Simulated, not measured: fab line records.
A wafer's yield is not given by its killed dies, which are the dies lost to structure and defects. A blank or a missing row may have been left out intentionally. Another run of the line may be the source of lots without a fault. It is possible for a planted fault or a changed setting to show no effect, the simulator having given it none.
The same fault as seen by 2 desks | flow sky130 | what lay behind the numbers comes last; until then each desk has only its own

## THE METROLOGY DESK
Lot by lot, what the gauges showed, no matter which tool ran the lot: averages of those sampled wafers that carry a number. If a lot's mean is further than 4 standard deviations from the usual mean, the lot is out of limits and carries the mark OUT (the distance appears in the brackets).
Columns: A = LI_CONTACT_W_RS at SKY_LI_CONTACT_RS_MEAS_22, usual 0.281 ohm/sq
lot  | first seen here | A
L350 | day 29 08:14    | 0.279
L351 | day 29 19:51    | 0.280
L353 | day 30 20:01    | 0.283
L354 | day 31 01:49    | 0.280
L359 | day 32 17:49    | 0.283
L361 | day 33 04:52    | 0.278
L360 | day 33 05:37    | 0.281
L362 | day 33 11:38    | 0.281
L363 | day 33 17:28    | 0.277
L365 | day 34 05:29    | 0.285
L366 | day 34 20:19    | 0.284
L370 | day 35 23:40    | 0.279
This desk found nothing out of limits on any of the 12 lots.

## THE TOOL OWNER'S DESK: pvd-sputter-04
The tool's own readings at SKY_LI_CONTACT_SPUTTER_20 (material TiN, target thk 20 nm, time 80 s): means of the sampled wafers that have a number, for each lot that ran on this tool. If a lot's mean is further than 4 standard deviations from the usual mean, the lot is out of limits and carries the mark OUT (the distance appears in the brackets).
Columns: A = chamber-pressure-pa at SKY_LI_CONTACT_SPUTTER_20, usual 5.001 Pa; B = throttle-valve-pct at SKY_LI_CONTACT_SPUTTER_20, usual 30.1 %
lot  | first seen here | A                | B
L351 | day 29 19:37    | 5.002            | 30.3
L353 | day 30 19:50    | 5.004            | 30.0
L359 | day 32 17:36    | 5.004            | 30.3
L362 | day 33 11:26    | 5.071 (+6.3) OUT | 30.5
L363 | day 33 17:15    | 5.082 (+7.4) OUT | 30.2
L365 | day 34 05:17    | 5.075 (+6.8) OUT | 30.2
This desk finds L362, L363, L365 out of limits, L362 being first, at day 33 11:26 (chamber-pressure-pa at SKY_LI_CONTACT_SPUTTER_20). L351, L353, L359: within limits.

## PUT TOGETHER
At day 33 11:26, on L362, L363, L365, the tool owner's desk was in a position to raise an alarm.
Metrology desk: nothing out of limits seen.
The metrology desk holds a record of L362, L363, L365, inside its limits.
Every lot named ran SKY_LI_CONTACT_SPUTTER_20 on pvd-sputter-04.

## WHAT WAS PUT IN BY THE SIMULATOR
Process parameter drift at SKY_LI_CONTACT_SPUTTER_20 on pvd-sputter-04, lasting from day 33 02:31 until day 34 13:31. The setting chamber-pressure-pa was moved by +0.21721, starting from 5. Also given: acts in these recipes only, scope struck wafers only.
Shown lots that were struck: L362, L363, L365.
Time in hours from fault onset to the first out-of-limits reading at each desk: the tool owner's desk, 9.
